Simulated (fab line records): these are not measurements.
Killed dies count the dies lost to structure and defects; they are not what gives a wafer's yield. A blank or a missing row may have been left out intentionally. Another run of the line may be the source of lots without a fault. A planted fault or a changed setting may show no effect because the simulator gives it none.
Problem report in the 8D (eight disciplines) form, filled by code :: flow sky130 :: the parts of the form that need people (team, actions taken, sign-off) are left out

== 1. THE ISSUE ==
heater_power_total_W at SKY_RES_PROTECT_SOFTBAKE_03 reads a mean of 66.92 W on 6 wafers of 2 lots; wafers without a fault read 56.59 W with a standard deviation of 0.043. So: +99 or more standard deviations from the usual mean.
The step: time 60 s.
Seen first at day 18 18:27 on litho_track-02, wafer L170.1. The record has a number at this step for 18 wafers belonging to 6 lots. Rule for "out" (also "out of limits"): further than 4 standard deviations from the usual mean. The other wafers with a number count as sound.

== 2. WHAT IT IS; WHAT IT IS NOT ==
question: which readings at this step
is: heater_power_total_W, run_length_s
is not: -

question: which lots
is: L170, L171
is not: L161, L164, L177, L179

question: which wafers of those lots
is: all that have a number
is not: -

question: read on which tools
is: litho_track-02
is not: litho_track-04

question: when
is: from day 18 18:27
is not: up to then (6 sound wafers); but 6 sound wafers of L177, L179 came after

== 3. THE SUSPECTS, EACH WITH WHAT RULES IT OUT ==
Counting: a tool at a process step up to the reading stays a suspect if it ran every lot that is out and no sound lot after the first of them.
- plasma_asher-01 at SKY_GATE_OXIDE_STRIP_13 (strips in O2/N2): kept. All lots that are out passed through it, beginning with L170 at day 18 00:33, and no sound lot followed; its final sound lot before that point was L164 at day 16 14:34.
- litho_track-02 at SKY_RES_PROTECT_SOFTBAKE_03 (time 60 s): kept. All lots that are out passed through it, beginning with L170 at day 18 18:27, and no sound lot followed; its final sound lot before that point was L164 at day 17 08:39. Its own readings are out on those wafers: heater_power_total_W, run_length_s.
Remaining after the count are plasma_asher-01 at SKY_GATE_OXIDE_STRIP_13 and litho_track-02 at SKY_RES_PROTECT_SOFTBAKE_03.

== 4. THE CAUSE (what the simulator had put in) ==
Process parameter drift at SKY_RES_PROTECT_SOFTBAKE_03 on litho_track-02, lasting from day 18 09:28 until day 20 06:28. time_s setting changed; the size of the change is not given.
Counting leaves 2 suspects; this tool is one of them.

== 5. THE CHAIN OF EFFECTS, in route order ==
One row per reading whose mean, taken over the struck wafers that have a number, lies over 3 standard deviations from the usual. Readings are gone through only where the record gives a usual standard deviation; hours: the median, over the lots, of the time from a lot's start at the first step in this table giving one to that lot's start at this step; sigmas: the change measured in usual standard deviations.
hours: 0
step: SKY_RES_PROTECT_SOFTBAKE_03
reading: heater_power_total_W
usual: 56.59 W
on struck wafers: 66.92
change: +10.33
sigmas: +99 or more

hours: 0
step: SKY_RES_PROTECT_SOFTBAKE_03
reading: run_length_s
usual: 89.26 s
on struck wafers: 65.49
change: -23.77
sigmas: -99 or more
Process steps it contains:
- SKY_RES_PROTECT_SOFTBAKE_03: time 60 s.
Later measuring or inspecting steps at which every struck wafer that the step has a row for has a number for every such reading, and none has moved that far: SKY_RES_PROTECT_TW_MEAS_08.

== 6. WHAT WOULD HAVE CAUGHT IT SOONER ==
In this record no reading fell out of limits until day 18 18:27, 9 hours after the fault had begun at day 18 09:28.
